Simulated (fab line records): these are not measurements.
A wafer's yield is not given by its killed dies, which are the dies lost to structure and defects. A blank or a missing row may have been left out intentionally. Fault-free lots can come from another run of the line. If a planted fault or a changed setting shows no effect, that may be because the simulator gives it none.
Matching of chambers -- flow gf180mcu -- GF_POLY_GATE_ETCH_13 on rie si-01: 4 sister chambers
The step etches poly-Si in HBr/Cl2, stops on SiO2, target depth 198.5 nm, time 69.6 s. 4 wafers are shown with their chamber, then 8 later ones without.

## WAFERS PAIRED WITH THEIR CHAMBERS
wafer,chamber,drypump motor current A (A)
L883.2,0,5.2
L883.3,1,5.8
L883.5,2,5.4
L884.1,3,5.5

## WAFERS WHOSE CHAMBER IS MISSING
wafer,drypump motor current A (A)
L884.3,5.4
L884.6,5.7
L890.2,5.2
L890.5,5.4
L890.6,5.8
L892.1,5.4
L892.2,5.8
L892.6,5.5

## EACH ONE'S CHAMBER
wafer,from the rows above,in truth
L884.3,2,2
L884.6,1,1
L890.2,0,0
L890.5,2,2
L890.6,1,1
L892.1,2,2
L892.2,1,1
L892.6,3,3
Correct placement for 8 of the 8. Number that these rows cannot place: 0. 0 placed wrongly.
How it was worked out, from the rows above alone: a wafer's distance from a chamber is the root of the sum, over the readings, of the square of ((its reading less the chamber's mean) divided by the reading's scatter). If the next closest chamber is less than 2 further off than the closest, the wafer can't be placed; otherwise it belongs to the closest. For every chamber, the mean is computed from those of its wafers that are shown. The scatter: root of mean squared gap, hidden wafer to nearest shown wafer, with one shown wafer a chamber.
